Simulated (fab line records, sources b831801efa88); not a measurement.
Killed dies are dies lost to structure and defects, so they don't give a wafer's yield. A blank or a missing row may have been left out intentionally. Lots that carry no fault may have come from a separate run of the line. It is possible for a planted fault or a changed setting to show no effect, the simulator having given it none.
Split-lot study ; flow gf180mcu ; 23 wafers read from 5 lots, route of 602 steps

SPLIT DETAILS
At GF_V3_CMP_04 (polishes SiO2), the setting leaveAboveRefNm was moved away from the recipe's 632.5 nm on 8 of the 23 wafers read, by +3.3% to +5.9%. The other wafers ran this setting at the recipe's value.

The split's own step is where the reading is taken.

THE READING
SiO2_of_V3_CVD_02.thkNm (the simulator's own value, which no gauge read), in nm, at GF_V3_CMP_04 (polishes SiO2). There is no usual value for it anywhere in the file. Here, 15 wafers ran the recipe; their average is 633.5 nm with a standard deviation of 0.84 nm.

wafer;tool, chamber at the split;leaveAboveRefNm as run, nm;against the recipe;SiO2_of_V3_CVD_02.thkNm, nm;against lot-mates on the recipe
L074.3;cmp-01, 0;653.2;+3.3%;654.2;+20.7
L074.4;cmp-01, 2;632.5;recipe;633.1;-
L074.1;cmp-01, 3;653.2;+3.3%;654;+20.5
L074.6;cmp-01, 0;632.5;recipe;633.5;-
L074.5;cmp-01, 1;632.5;recipe;633.9;-
L076.1;cmp-02, 1;667.9;+5.6%;670.6;+36.8
L076.2;cmp-02, 3;667.9;+5.6%;669.5;+35.6
L076.3;cmp-02, 0;632.5;recipe;633.1;-
L076.5;cmp-02, 1;667.9;+5.6%;669.3;+35.4
L076.6;cmp-02, 2;632.5;recipe;634.6;-
L078.1;cmp-01, 1;632.5;recipe;633.5;-
L078.2;cmp-01, 2;669.9;+5.9%;671.8;+37.8
L078.3;cmp-01, 3;632.5;recipe;634.5;-
L078.4;cmp-01, 0;669.9;+5.9%;673.2;+39.2
L078.5;cmp-01, 1;669.9;+5.9%;670.3;+36.3
L083.4;cmp-01, 0;632.5;recipe;634.4;-
L083.2;cmp-01, 1;632.5;recipe;633;-
L083.3;cmp-01, 2;632.5;recipe;633.6;-
L083.1;cmp-01, 3;632.5;recipe;633.1;-
L083.6;cmp-01, 0;632.5;recipe;634.7;-
L084.4;cmp-01, 1;632.5;recipe;631.8;-
L084.1;cmp-01, 3;632.5;recipe;633.5;-
L084.6;cmp-01, 1;632.5;recipe;632;-

THE FIT
A straight line over all 23 wafers: SiO2_of_V3_CVD_02.thkNm changes by +6.47 nm for each +1% of leaveAboveRefNm; r = +1.00; the points scatter about the line by 0.88 nm.
The same after taking each lot's own level away (the mean of its wafers on the recipe; 23 wafers): +6.4 nm for each +1%; r = +1.00; scatter 0.74 nm.
The reading moves by 38 nm for the largest change in leaveAboveRefNm, on that fit.
The span of the lots' own levels, 632.43 to 634.00 nm, comes to 1.9 times the standard deviation stated above.
Hence the lot-to-lot level has little effect on the slope; both slopes agree.
Check: +37.8 nm against its lot-mates is what the line predicts for one of the wafers moved furthest among these (+5.9%) when that wafer is left out of the fit. Against them it came out at +37.8 nm.

THE OTHER SPLITS THESE WAFERS WENT THROUGH
Before the reading, these wafers also passed through other splits. Each is held against what the fit with the lots' levels taken away leaves over:
other split on the same wafers;wafers away from the commonest value;r with SiO2_of_V3_CVD_02.thkNm (lot level and that fit taken away)
GF_M1_SPUTTER_01 timeS;8;-0.04
GF_M1_METAL_ETCH_16 biasW;7;+0.23
GF_V1_CMP_04 leaveAboveRefNm;5;+0.22
GF_V1_PEB_12 pebTempC;8;-0.13
GF_V1_SPUTTER_21 timeS;10;+0.13
GF_V2_COAT_09 resistThkNm;10;+0.04
GF_V2_ETCH_16 biasW;8;-0.02
GF_V2_SPUTTER_21 chamberPressurePa;15;-0.07
GF_M3_SPUTTER_03 timeS;9;-0.20

FILE'S OWN FIT
SiO2_of_V3_CVD_02.thkNm changes by +6.39 nm for each +1% of leaveAboveRefNm, r = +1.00.
